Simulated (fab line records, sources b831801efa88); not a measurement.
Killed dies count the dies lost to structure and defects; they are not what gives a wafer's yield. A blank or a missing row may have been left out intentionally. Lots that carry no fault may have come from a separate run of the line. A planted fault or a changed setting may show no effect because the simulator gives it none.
Which tool is to blame?	flow gf180mcu	13 lots with 39 wafers sampled at 4 steps, on a route of 602 steps

## WHAT THE GAUGES READ, wafer by wafer
GF_V1_CD_MEAS_14: the cd target is 260 nm.
lot	measured	on	cd-nm (nm)
L775	day 18 04:52	cd-sem-02	260.6 261.4 261.3
L776	day 18 06:37	cd-sem-02	261.7 261.0 260.0
L777	day 18 22:21	cd-sem-02	261.5 260.5 261.0
L786	day 22 15:40	cd-sem-02	260.2 261.5 260.4
L787	day 22 19:06	cd-sem-01	258.9 259.0 258.5
L788	day 23 01:23	cd-sem-02	258.9 258.9 258.5
L789	day 23 05:43	cd-sem-02	260.1 260.2 260.2
L790	day 23 17:12	cd-sem-01	259.8 259.6 258.5
L791	day 23 22:52	cd-sem-02	260.1 260.7 261.0
L793	day 24 18:52	cd-sem-01	258.6 258.1 258.5
L795	day 25 02:42	cd-sem-02	261.0 260.2 261.2
L797	day 25 16:13	cd-sem-02	259.6 258.9 259.6
L798	day 26 00:09	cd-sem-01	264.0 261.2 263.1

## TOOL THAT RAN EACH LOT (tool first, then ch and the chambers of the sampled wafers, then the start)
lot	GF_STI_CMP_25	GF_DNWELL_COAT_02	GF_DNWELL_STRIP_08
L775	cmp-02 ch 0,1,3, day 2 03:56	litho-track-03 ch 0, day 2 13:41	plasma-asher-01 ch 0,1, day 2 20:24
L776	cmp-01 ch 0,1,2, day 2 09:37	litho-track-01 ch 0, day 2 17:41	plasma-asher-01 ch 0,1, day 3 00:02
L777	cmp-02 ch 1,2,3, day 2 14:51	litho-track-03 ch 0, day 2 23:10	plasma-asher-04 ch 0,1, day 3 05:09
L786	cmp-02 ch 0,1,2, day 4 13:28	litho-track-02 ch 0, day 4 22:20	plasma-asher-01 ch 0,1, day 5 05:35
L787	cmp-02 ch 1,3, day 4 16:22	litho-track-02 ch 0, day 5 01:21	plasma-asher-01 ch 0,1, day 5 08:27
L788	cmp-01 ch 0,1, day 4 22:25	litho-track-03 ch 0, day 5 08:58	plasma-asher-04 ch 0,1, day 5 17:02
L789	cmp-02 ch 1,3, day 5 05:06	litho-track-01 ch 0, day 5 13:59	plasma-asher-02 ch 1, day 5 21:40
L790	cmp-01 ch 0,2,3, day 5 08:52	litho-track-01 ch 0, day 5 18:31	plasma-asher-04 ch 0,1, day 6 02:10
L791	cmp-02 ch 0,1, day 5 14:30	litho-track-01 ch 0, day 5 23:47	plasma-asher-04 ch 0,1, day 6 07:19
L793	cmp-01 ch 0,2,3, day 6 01:29	litho-track-03 ch 0, day 6 10:53	plasma-asher-04 ch 0,1, day 6 18:33
L795	cmp-01 ch 0,1,3, day 6 09:58	litho-track-03 ch 0, day 6 19:52	plasma-asher-01 ch 0,1, day 7 03:40
L797	cmp-02 ch 2,3, day 6 21:03	litho-track-01 ch 0, day 7 06:44	plasma-asher-04 ch 0,1, day 7 14:46
L798	cmp-01 ch 1,3, day 7 01:44	litho-track-03 ch 0, day 7 11:43	plasma-asher-04 ch 0, day 7 20:13
- GF_STI_CMP_25: polishes, stops on Si3N4, t overpolish 33 s, target thk 524.6 nm.
- GF_DNWELL_COAT_02: resist thk 3000 nm.
- GF_DNWELL_STRIP_08: strips in O2/N2.

## WHAT THE TOOLS THEMSELVES READ (means of the sampled wafers that have a number; where no wafer has one, the mark that the record gives instead)
GF_STI_CMP_25.
lot	tool	head-pressure-psi (psi)	motor-current-A (A)	overpolish-run-s (s)	time-to-endpoint-s (s)
L775	cmp-02	3.994	12.3	33.006	127
L776	cmp-01	4.005	13.4	33.009	121
L777	cmp-02	3.999	12.7	32.996	129
L786	cmp-02	3.999	12.1	33.006	117
L787	cmp-02	3.987	13.0	32.994	112
L788	cmp-01	4.000	13.0	32.997	126
L789	cmp-02	4.002	12.4	33.006	112
L790	cmp-01	4.005	12.9	33.002	123
L791	cmp-02	3.990	11.8	32.989	111
L793	cmp-01	3.995	13.0	33.006	122
L795	cmp-01	4.004	12.9	33.007	119
L797	cmp-02	4.000	12.7	32.998	116
L798	cmp-01	4.006	13.0	33.002	122

GF_DNWELL_COAT_02.
lot	tool	exhaust-pa (Pa)	spin-speed-rpm (rpm)
L775	litho-track-03	45.7	1999.4
L776	litho-track-01	45.3	2000.9
L777	litho-track-03	44.5	2000.4
L786	litho-track-02	45.9	1843.2
L787	litho-track-02	44.9	1843.3
L788	litho-track-03	45.1	1998.5
L789	litho-track-01	44.9	2000.4
L790	litho-track-01	44.2	2000.9
L791	litho-track-01	45.3	1999.0
L793	litho-track-03	45.2	2002.4
L795	litho-track-03	44.6	1999.6
L797	litho-track-01	44.7	2001.5
L798	litho-track-03	44.5	2001.2

GF_DNWELL_STRIP_08.
lot	tool	drypump-motor-current-A (A)	heater-power-w (W)	oes-product-au (a.u.)	strip-time-to-endpoint-s (s)
L775	plasma-asher-01	5.4	367	0.725	36.93
L776	plasma-asher-01	5.0	323	0.717	36.84
L777	plasma-asher-04	6.1	300	0.725	36.82
L786	plasma-asher-01	5.3	371	0.720	38.46
L787	plasma-asher-01	5.1	325	0.721	38.24
L788	plasma-asher-04	6.3	322	0.721	36.97
L789	plasma-asher-02	5.6	306	0.724	36.95
L790	plasma-asher-04	6.1	300	0.725	36.92
L791	plasma-asher-04	6.2	320	0.718	36.81
L793	plasma-asher-04	6.1	299	0.724	36.92
L795	plasma-asher-01	5.3	368	0.726	36.77
L797	plasma-asher-04	6.1	300	0.716	36.99
L798	plasma-asher-04	5.9	275	0.724	36.87

## THE ANSWER, worked out from the rows above alone
Rule: the lots themselves supply what counts as usual. The widest of any qualifying gaps counts: lots, ordered by their means at a reading, are off when they make up no more than a third of the lots, leave a main group of 4 or more, and stand apart from it by 3 or more times the standard deviation of that group's means. The tables above print the reading to a certain number of digits; a main group whose means all agree to those digits is not used. A lot without any number at a reading at which 4 lots or more have one is off too. All remaining lots with rows at the step are treated as sound. First the gauges in route order, then the tools' own readings, where a lot's mean is used as printed above. The first step at which some lot is off is used, and at that step the reading that is off furthest; a lot without a number counts as furthest.
Off: L786, L787, at GF_DNWELL_COAT_02 (spin-speed-rpm). Mean 2000.4 rpm and standard deviation 1.1 in the main group.
If a tool, at that step or one of the process steps before it, ran each lot that is off and ran no sound lot following the first of them, it fits. One fits: litho-track-02 at GF_DNWELL_COAT_02. It ran no sound lot before its first lot that is off in this sample, so the start can't be narrowed down.
On the lots that are off, the tool's own readings at GF_DNWELL_COAT_02 differ by more than 5 times the standard deviation of the sound lots' means, which bears it out; spin-speed-rpm reads 1843.2 rpm there versus 2000.4 rpm on the sound lots.

## WHAT HAD BEEN PUT IN BY THE SIMULATOR
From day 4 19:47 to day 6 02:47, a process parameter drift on litho-track-02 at GF_DNWELL_COAT_02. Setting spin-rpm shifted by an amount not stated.
Struck lots among those shown: L786, L787. The rule above reached the same finding.
